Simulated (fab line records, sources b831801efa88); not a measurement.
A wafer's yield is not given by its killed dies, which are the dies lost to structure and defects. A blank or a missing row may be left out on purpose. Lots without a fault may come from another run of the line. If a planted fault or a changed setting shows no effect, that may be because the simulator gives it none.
fab line records	flow gf180mcu
record lots=12	wafers=36	last_day=34
route steps=602 shown POLY_GATE@168 HV_LDD@198 SAB@265
lots that met no fault: from a run of the same line without faults
start_h: hours from the record's opening day to when the first of the lot's shown wafers began	wait_h: time in hours since the lot's previous step	" unchanged from the row above	L1.1+2: one row covering several wafers at once	- no value, or no start was given	* or withheld: withheld	< > ~ a bound
route shown NAME@n: names a module that has steps shown in the file, with the first one's number in the route	usual: mean/standard deviation taken from wafers without a fault	same: alike in all rows	chamber/n: place in a boat	sites: per-site readings	_std_site: how widely they spread, as a standard deviation	_edge_site: inner sites' mean taken away from outer sites' mean	radius_mm: how far each site lies from the wafer's centre	mask NAME#n: copy n	behind: tool/chamber where the wafer was last shaped	hold: reason for holding the lot/hours on hold/outcome of the hold	device: names the non-switching transistor (n, p or np)	end of line: tests of these same wafers at the route's end	a step given without rows: its recipe and nothing more	killed: not the wafer's yield, but the dies lost to structure and defects at the first sort	map: per-die view of a wafer (x killed, . not killed, _ where there is no die)
set.NAME: the setting that was run; set.NAME@STEP: the one run at that earlier step	model.NAME: the simulator's own value behind a step, which no gauge read
the route's steps for a sample of lots (tables are steps, rows are wafers)
services: the hour from which a tool's chamber was out of use, counted from the record's first day as start_h (under 0 if before that day), plus the number of hours and why
## steps
# step GF_POLY_GATE_OVL_MEAS_11
# usual POLY_GATE_OVL=1/5.7
lot.wafer	tool	chamber	start_h	wait_h	POLY_GATE_OVL[nm]
L884.1	overlay-02	-	209.58	0.1	6
L884.3	"	-	"	"	-4
L884.6	"	-	"	"	2
L885.1	overlay-01	-	219.53	0.1	-8
L885.5	"	-	"	"	-8
L885.6	"	-	"	"	-6
L888.1	overlay-02	-	238.78	0.1	11
L888.2	"	-	"	"	9
L888.6	"	-	"	"	14
L889.3	overlay-01	-	244.21	0.1	-1
L889.4	"	-	"	"	4
L889.5	"	-	"	"	4
L891.2	overlay-02	-	262.69	0.1	-2
L891.4	"	-	"	"	0
L891.5	"	-	"	"	6
L898.2	overlay-01	-	311.26	0.1	-6
L898.5	"	-	"	"	-1
L898.6	"	-	"	"	-4
L899.1	overlay-01	-	321.40	0.1	1
L899.5	"	-	"	"	8
L899.6	"	-	"	"	3
L900.1	overlay-02	-	326.15	0.1	-4
L900.3	"	-	"	"	-2
L900.5	"	-	"	"	-3
L901.2	overlay-01	-	332.04	0.1	-9
L901.5	"	-	"	"	-8
L901.6	"	-	"	"	-3
L902.1	overlay-01	-	337.18	0.1	9
L902.2	"	-	"	"	1
L902.6	"	-	"	"	5
L903.1	overlay-01	-	346.83	0.1	-3
L903.4	"	-	"	"	5
L903.6	"	-	"	"	3
L904.1	overlay-01	-	354.18	0.1	9
L904.2	"	-	"	"	4
L904.6	"	-	"	"	0
# step GF_HV_LDD_STRIP_22
# recipe chemistry=O2/N2	power_w=1400	pressure_mtorr=1500	platen_temp_c=250	o2_flow_sccm=3000	n2_flow_sccm=300	overash_fraction=0.5
# usual chamber_pressure_mTorr=1499.9/1.3	drypump_motor_current_A=5.3/0.73	heater_power_w=294/26	oes_product_au=0.716/0.0045	platen_temp_c=249.99/0.18	strip_time_to_endpoint_s=12.63/0.039
lot.wafer	tool	chamber	start_h	wait_h	chamber_pressure_mTorr	drypump_motor_current_A	heater_power_w	oes_product_au	platen_temp_c	rf_hours_counter_h	strip_time_to_endpoint_s
L884.1	plasma_asher-04	0	247.23	0.1	1498.8	4.7	311	0.720	249.88	60	12.62
L884.3	"	1	"	"	1498.3	5.1	255	0.720	249.99	-	12.63
L884.6	"	0	"	"	1500.5	4.7	321	0.718	250.04	-	12.64
L885.1	plasma_asher-01	0	257.46	0.1	1499.5	6.4	317	0.716	250.01	62	12.67
L885.5	"	0	"	"	1498.5	6.4	316	0.721	250.13	-	12.64
L885.6	"	1	"	"	1499.8	4.9	309	0.722	250.09	-	12.63
L888.1	plasma_asher-04	0	278.78	0.1	1501.8	4.7	319	0.721	249.94	63	12.70
L888.2	"	1	"	"	1501.7	5.2	266	0.721	250.11	63	12.73
L888.6	"	1	"	"	1501.0	5.2	258	0.714	249.86	-	12.66
L889.3	plasma_asher-02	1	284.50	0.1	1501.8	6.5	262	0.723	249.99	-	12.55
L889.4	"	0	"	"	1501.4	4.8	308	0.722	249.87	-	12.53
L889.5	"	1	"	"	1498.7	6.6	269	0.713	249.68	-	12.55
L891.2	plasma_asher-01	1	303.83	0.1	1499.9	4.9	309	0.712	249.98	67	12.63
L891.4	"	1	"	"	1501.3	4.9	301	0.723	250.39	-	12.57
L891.5	"	0	"	"	1502.2	6.4	318	0.716	250.07	-	12.63
L898.2	plasma_asher-01	0	356.78	0.1	1501.1	6.4	313	0.712	250.17	73	12.60
L898.5	"	0	"	"	1501.3	6.3	322	0.715	249.86	-	12.61
L898.6	"	1	"	"	1497.9	4.9	306	0.717	250.28	-	12.62
L899.1	plasma_asher-02	0	368.83	0.1	1500.0	4.8	313	0.711	250.16	25	12.68
L899.5	"	0	"	"	1501.3	4.8	318	0.715	250.03	-	12.66
L899.6	"	1	"	"	1500.9	6.5	265	0.716	250.11	-	12.65
L900.1	plasma_asher-01	0	372.58	0.1	1502.0	6.4	314	0.720	250.05	74	12.61
L900.3	"	0	"	"	1499.6	6.4	319	0.719	250.19	-	12.64
L900.5	"	0	"	"	1499.6	6.4	321	0.707	249.93	-	12.63
L901.2	plasma_asher-04	1	379.53	0.1	1498.1	5.1	259	0.707	250.14	73	12.63
L901.5	"	0	"	"	1500.2	4.7	311	0.704	250.15	-	12.64
L901.6	"	1	"	"	1496.6	5.1	254	0.717	250.02	-	12.56
L902.1	plasma_asher-04	1	384.51	0.1	1498.7	5.1	251	0.715	250.21	74	12.66
L902.2	"	0	"	"	1499.9	4.7	314	0.711	249.91	74	12.69
L902.6	"	1	"	"	1500.9	5.1	257	0.717	249.93	-	12.67
L903.1	plasma_asher-01	0	394.64	0.1	1501.5	6.4	314	0.714	249.76	77	12.63
L903.4	"	1	"	"	1499.2	4.9	301	0.715	249.95	-	12.63
L903.6	"	0	"	"	1501.6	6.4	318	0.716	249.86	-	12.63
L904.1	plasma_asher-02	0	402.69	0.1	1498.4	4.8	303	0.721	250.02	28	12.64
L904.2	"	1	"	"	1500.0	6.6	264	0.715	249.83	28	12.64
L904.6	"	1	"	"	1500.7	6.6	271	0.717	249.79	-	12.67
# step GF_HV_LDD_CVD_54
# recipe material=SiO2	target_thk_nm=10	precursor=TEOS	temp_c=680	time_s=75	pressure_mtorr=400
# usual spike_tc_centre_C=681.0/1.4	spike_tc_lower_C=680.3/0.96	spike_tc_upper_C=680.6/1.1	zone_power_bottom_pct=16.3/0.54	zone_power_centre_pct=11.5/0.65	zone_power_lower_pct=9.4/0.98	zone_power_upper_pct=10.3/0.54
lot.wafer	tool	chamber	start_h	wait_h	spike_tc_centre_C	spike_tc_lower_C	spike_tc_upper_C	zone_power_bottom_pct	zone_power_centre_pct	zone_power_lower_pct	zone_power_upper_pct
L884.1	lpcvd-02	1	286.47	0.5	683.1	681.6	679.2	16.0	12.0	8.6	9.6
L884.3	"	1	"	"	681.9	681.1	682.1	15.7	11.8	8.7	10.0
L884.6	"	1	"	"	682.9	679.8	681.1	15.7	12.1	8.7	9.6
L885.1	lpcvd-01	1	296.36	0.1	681.2	681.4	680.1	16.8	10.3	8.3	9.8
L885.5	"	1	"	"	679.6	681.0	680.0	16.8	10.1	8.4	10.1
L885.6	"	1	"	"	681.3	680.6	680.5	16.6	10.3	8.3	10.0
L888.1	lpcvd-02	0	321.03	0.1	714.1	676.3	677.2	16.8	18.6	7.2	7.5
L888.2	"	0	"	"	712.0	674.4	675.4	17.0	18.9	6.9	7.5
L888.6	"	0	"	"	712.4	677.0	674.9	17.2	18.9	7.2	7.4
L889.3	lpcvd-02	0	327.71	0.1	711.6	675.6	677.6	17.0	18.6	7.1	7.3
L889.4	"	0	"	"	713.1	675.8	678.1	17.0	18.9	7.1	7.5
L889.5	"	0	"	"	714.8	677.5	677.0	17.0	18.8	7.2	7.6
L891.2	lpcvd-02	1	347.71	0.1	712.7	675.2	675.4	15.9	19.2	6.1	6.7
L891.4	"	1	"	"	712.5	674.9	675.4	15.8	19.0	5.9	6.7
L891.5	"	1	"	"	712.1	675.7	673.7	16.2	19.2	5.9	6.7
L898.2	lpcvd-02	1	404.26	0.1	682.3	679.5	680.4	15.6	12.1	8.6	9.9
L898.5	"	1	"	"	680.7	679.2	681.1	15.7	11.9	8.6	9.7
L898.6	"	1	"	"	680.8	680.6	678.7	15.7	11.9	8.6	9.8
L899.1	lpcvd-02	0	416.98	0.1	681.8	682.0	681.4	16.6	11.9	10.3	11.0
L899.5	"	0	"	"	681.0	679.8	679.1	16.8	11.5	10.5	11.1
L899.6	"	0	"	"	680.6	680.0	681.4	16.9	11.7	10.2	10.9
L900.1	lpcvd-01	1	420.03	0.1	680.7	680.1	680.4	16.9	10.3	8.4	10.0
L900.3	"	1	"	"	679.9	679.1	681.7	16.6	10.1	8.3	10.2
L900.5	"	1	"	"	679.2	681.1	681.6	16.5	10.4	8.3	10.2
L901.2	lpcvd-02	1	427.78	0.1	680.1	680.5	679.7	15.5	12.0	8.6	9.9
L901.5	"	1	"	"	682.2	678.6	681.2	15.5	11.8	8.7	9.7
L901.6	"	1	"	"	681.9	679.1	679.6	15.7	12.0	8.8	9.9
L902.1	lpcvd-01	0	432.33	0.1	680.1	679.7	680.8	15.8	11.4	10.9	10.2
L902.2	"	0	"	"	678.7	681.9	682.2	16.1	11.4	10.7	10.3
L902.6	"	0	"	"	678.5	680.5	681.7	15.6	11.1	10.9	10.3
L903.1	lpcvd-01	0	443.48	0.1	677.5	679.7	682.0	16.0	11.2	10.7	10.0
L903.4	"	0	"	"	678.5	679.3	680.5	15.6	11.5	10.6	10.1
L903.6	"	0	"	"	681.7	682.0	681.1	15.9	11.2	10.7	10.2
L904.1	lpcvd-02	0	452.08	0.1	680.5	678.7	680.5	16.7	11.9	10.3	11.2
L904.2	"	0	"	"	679.0	680.7	680.2	16.7	11.9	10.2	11.1
L904.6	"	0	"	"	682.4	681.0	679.9	16.9	12.1	10.4	11.0
# step GF_HV_LDD_THK_MEAS_55
# recipe reads=SiO2_of_HV_LDD_CVD_54
# usual HV_LDD_CVD_54_THK=9.95/0.14
lot.wafer	tool	chamber	start_h	wait_h	HV_LDD_CVD_54_THK[nm]
L884.1	film_metro-03	-	288.00	0.0	10.18
L884.3	"	-	"	"	10.11
L884.6	"	-	"	"	10.15
L885.1	film_metro-03	-	297.38	0.0	9.59
L885.5	"	-	"	"	9.79
L885.6	"	-	"	"	9.66
L888.1	film_metro-04	-	322.05	0.0	13.11
L888.2	"	-	"	"	13.49
L888.6	"	-	"	"	13.18
L889.3	film_metro-03	-	328.75	0.0	11.58
L889.4	"	-	"	"	11.00
L889.5	"	-	"	"	10.70
L891.2	film_metro-03	-	348.74	0.0	13.79
L891.4	"	-	"	"	14.01
L891.5	"	-	"	"	13.69
L898.2	film_metro-04	-	405.80	0.0	9.71
L898.5	"	-	"	"	9.83
L898.6	"	-	"	"	9.67
L899.1	film_metro-04	-	418.00	0.0	10.13
L899.5	"	-	"	"	10.17
L899.6	"	-	"	"	10.02
L900.1	film_metro-04	-	421.05	0.0	10.13
L900.3	"	-	"	"	10.02
L900.5	"	-	"	"	10.00
L901.2	film_metro-03	-	428.81	0.0	10.08
L901.5	"	-	"	"	10.01
L901.6	"	-	"	"	10.13
L902.1	film_metro-04	-	433.35	0.0	9.96
L902.2	"	-	"	"	9.97
L902.6	"	-	"	"	10.03
L903.1	film_metro-01	-	444.50	0.0	9.89
L903.4	"	-	"	"	9.70
L903.6	"	-	"	"	9.78
L904.1	film_metro-04	-	453.10	0.0	9.96
L904.2	"	-	"	"	9.89
L904.6	"	-	"	"	9.94
# step GF_SAB_THK_MEAS_01
# recipe reads=SiO2_of_SAB_CVD_00
# usual SAB_CVD_00_THK=50.1/0.77
lot.wafer	tool	chamber	start_h	wait_h	SAB_CVD_00_THK[nm]
L884.1	film_metro-02	-	332.42	0.0	48.5
L884.3	"	-	"	"	48.9
L884.6	"	-	"	"	49.8
L885.1	film_metro-02	-	343.23	0.0	51.2
L885.5	"	-	"	"	50.8
L885.6	"	-	"	"	51.5
L888.1	film_metro-02	-	369.87	0.0	49.7
L888.2	"	-	"	"	49.4
L888.6	"	-	"	"	50.4
L889.3	film_metro-03	-	375.95	0.0	48.9
L889.4	"	-	"	"	49.3
L889.5	"	-	"	"	51.3
L891.2	film_metro-01	-	397.04	0.0	50.4
L891.4	"	-	"	"	50.4
L891.5	"	-	"	"	50.5
L898.2	film_metro-02	-	456.53	0.0	49.6
L898.5	"	-	"	"	50.1
L898.6	"	-	"	"	50.6
L899.1	film_metro-03	-	468.87	0.0	48.6
L899.5	"	-	"	"	48.9
L899.6	"	-	"	"	48.5
L900.1	film_metro-03	-	472.09	0.0	50.4
L900.3	"	-	"	"	50.2
L900.5	"	-	"	"	51.1
L901.2	film_metro-01	-	479.95	0.0	50.1
L901.5	"	-	"	"	50.8
L901.6	"	-	"	"	49.8
L902.1	film_metro-03	-	484.02	0.0	50.6
L902.2	"	-	"	"	50.4
L902.6	"	-	"	"	51.8
L903.1	film_metro-02	-	494.62	0.0	48.5
L903.4	"	-	"	"	50.4
L903.6	"	-	"	"	49.9
L904.1	film_metro-01	-	503.34	0.0	49.7
L904.2	"	-	"	"	49.9
L904.6	"	-	"	"	50.7
## services
tool	chamber	start_h	hours	kind
plasma_asher-02	-	257.66	4.3	pm
lpcvd-02	-	271.54	1.4	repair
plasma_asher-02	-	291.92	4.4	repair
plasma_asher-04	-	306.02	0.6	repair
plasma_asher-02	-	359.97	2.8	pm
plasma_asher-01	-	415.35	15.6	pm
plasma_asher-01	-	430.95	9.0	pm
plasma_asher-01	0	430.95	9.0	vent_cycle
plasma_asher-01	1	430.95	9.0	vent_cycle
plasma_asher-01	0	439.95	-	clean
plasma_asher-01	1	439.95	-	clean
## key
first_sign step=GF_HV_LDD_CVD_54	reading=spike_tc_centre_C	direction=up	sigmas=23	usual=681.0	struck=712.8
effect step=GF_HV_LDD_CVD_54	reading=zone_power_centre_pct	direction=up	sigmas=11	usual=11.5	struck=18.9
effect step=GF_HV_LDD_THK_MEAS_55	reading=HV_LDD_CVD_54_THK	direction=up	sigmas=19	usual=9.95	struck=12.73
met_at GF_HV_LDD_CVD_54
struck_lots L888,L889,L891
tester_left_out L888,L889,L891
not_acting_at GF_POLY_GATE_OVL_MEAS_11,GF_HV_LDD_STRIP_22,GF_SAB_THK_MEAS_01
onset_between 286.47 321.03
fault kind=process_parameter_drift	tool=lpcvd-02	chamber=-	onset_h=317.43	steps=GF_HV_LDD_CVD_54	channel=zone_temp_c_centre	offset=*	shape=step	end_h=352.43
# tester_left_out: of these lots the tester's yield and bins aren't shown, on N5 and GAA mostly nor the transistor test; their killed dies are dies lost to structure and defects alone, not to doping, threshold or leakage, so they don't give the yield
